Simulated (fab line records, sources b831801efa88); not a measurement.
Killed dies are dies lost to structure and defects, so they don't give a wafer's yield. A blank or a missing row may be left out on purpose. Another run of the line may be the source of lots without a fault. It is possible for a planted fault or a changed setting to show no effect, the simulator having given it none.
Tool commonality check :: flow gf180mcu :: Sample size 15 lots and 45 wafers

WHAT PROMPTED THE OPENING
At GF_MVSD_TW_MEAS_11 the reading MVSD_TW is flagged on 4 of 15 lots. Fault-free wafers read 1589, with a standard deviation of 20.
Rule: a lot is flagged when every wafer of it that has a number lies more than 4 standard deviations from that mean, or none has a number. As for the other lots, they are considered sound.

lot: L839
measured: day 4 13:13
on: film metro-04
MVSD_TW, wafer by wafer: 1606 1593 1593
flag: 

lot: L840
measured: day 4 16:08
on: film metro-01
MVSD_TW, wafer by wafer: 1589 1580 1592
flag: 

lot: L841
measured: day 5 01:15
on: film metro-04
MVSD_TW, wafer by wafer: 1609 1607 1608
flag: 

lot: L842
measured: day 5 05:25
on: film metro-01
MVSD_TW, wafer by wafer: 1580 1581 1584
flag: 

lot: L843
measured: day 5 08:02
on: film metro-02
MVSD_TW, wafer by wafer: 1558 1562 1550
flag: 

lot: L844
measured: day 5 14:31
on: film metro-01
MVSD_TW, wafer by wafer: 1584 1584 1594
flag: 

lot: L845
measured: day 5 20:35
on: film metro-02
MVSD_TW, wafer by wafer: 1544 1555 1554
flag: 

lot: L847
measured: day 6 08:16
on: film metro-04
MVSD_TW, wafer by wafer: 1594 1605 1612
flag: 

lot: L848
measured: day 6 12:55
on: film metro-02
MVSD_TW, wafer by wafer: 1571 1567 1563
flag: 

lot: L849
measured: day 6 20:31
on: film metro-04
MVSD_TW, wafer by wafer: 1609 1620 1601
flag: 

lot: L850
measured: day 7 02:57
on: film metro-01
MVSD_TW, wafer by wafer: 1592 1589 1573
flag: 

lot: L852
measured: day 7 14:03
on: film metro-04
MVSD_TW, wafer by wafer: 2434 2442 2438
flag: FLAGGED

lot: L853
measured: day 7 20:46
on: film metro-02
MVSD_TW, wafer by wafer: 2370 2370 2373
flag: FLAGGED

lot: L854
measured: day 8 00:25
on: film metro-02
MVSD_TW, wafer by wafer: 2370 2378 2369
flag: FLAGGED

lot: L855
measured: day 8 07:26
on: film metro-04
MVSD_TW, wafer by wafer: 2428 2429 2433
flag: FLAGGED
On average the flagged lots' numbers are 2403, which is +814 against the usual, or +41 standard deviations.

LOT BY LOT: THE TOOL USED
The record holds 1 process step before the reading, out of a route of 602 steps. Each cell gives the tool, then ch followed by the chambers the sampled wafers passed through, then the start.
lot: L839
flag: 
GF_MVSD_IMPLANT_08: implanter-04 ch 0, day 4 12:50

lot: L840
flag: 
GF_MVSD_IMPLANT_08: implanter-04 ch 0, day 4 15:44

lot: L841
flag: 
GF_MVSD_IMPLANT_08: implanter-03 ch 0, day 5 00:53

lot: L842
flag: 
GF_MVSD_IMPLANT_08: implanter-01 ch 0, day 5 05:01

lot: L843
flag: 
GF_MVSD_IMPLANT_08: implanter-03 ch 0, day 5 07:38

lot: L844
flag: 
GF_MVSD_IMPLANT_08: implanter-04 ch 0, day 5 14:07

lot: L845
flag: 
GF_MVSD_IMPLANT_08: implanter-03 ch 0, day 5 20:13

lot: L847
flag: 
GF_MVSD_IMPLANT_08: implanter-04 ch 0, day 6 07:53

lot: L848
flag: 
GF_MVSD_IMPLANT_08: implanter-03 ch 0, day 6 12:31

lot: L849
flag: 
GF_MVSD_IMPLANT_08: implanter-01 ch 0, day 6 20:08

lot: L850
flag: 
GF_MVSD_IMPLANT_08: implanter-03 ch 0, day 7 02:33

lot: L852
flag: FLAGGED
GF_MVSD_IMPLANT_08: implanter-01 ch 0, day 7 13:39

lot: L853
flag: FLAGGED
GF_MVSD_IMPLANT_08: implanter-03 ch 0, day 7 20:22

lot: L854
flag: FLAGGED
GF_MVSD_IMPLANT_08: implanter-04 ch 0, day 8 00:03

lot: L855
flag: FLAGGED
GF_MVSD_IMPLANT_08: implanter-03 ch 0, day 8 07:04
These steps, and what they do:
- GF_MVSD_IMPLANT_08
- GF_MVSD_TW_MEAS_11

FLAGGED AGAINST TOTAL, ONE TOOL AT A TIME (gauges that did the reading follow at the end)
step: GF_MVSD_IMPLANT_08
tool: implanter-01
lots run: 3
flagged: 1
share of the flagged lots: some
sound lots run after its first flagged lot: 0

step: GF_MVSD_IMPLANT_08
tool: implanter-03
lots run: 7
flagged: 2
share of the flagged lots: some
sound lots run after its first flagged lot: 0

step: GF_MVSD_IMPLANT_08
tool: implanter-04
lots run: 5
flagged: 1
share of the flagged lots: some
sound lots run after its first flagged lot: 0

step: GF_MVSD_TW_MEAS_11
tool: film metro-01
lots run: 4
flagged: 0
share of the flagged lots: none
sound lots run after its first flagged lot: -

step: GF_MVSD_TW_MEAS_11
tool: film metro-02
lots run: 5
flagged: 2
share of the flagged lots: some
sound lots run after its first flagged lot: 0

step: GF_MVSD_TW_MEAS_11
tool: film metro-04
lots run: 6
flagged: 2
share of the flagged lots: some
sound lots run after its first flagged lot: 0

WHAT THE TABLE ALLOWS
No row of the table ran every flagged lot.

WHAT THE SIMULATOR HAD INSERTED
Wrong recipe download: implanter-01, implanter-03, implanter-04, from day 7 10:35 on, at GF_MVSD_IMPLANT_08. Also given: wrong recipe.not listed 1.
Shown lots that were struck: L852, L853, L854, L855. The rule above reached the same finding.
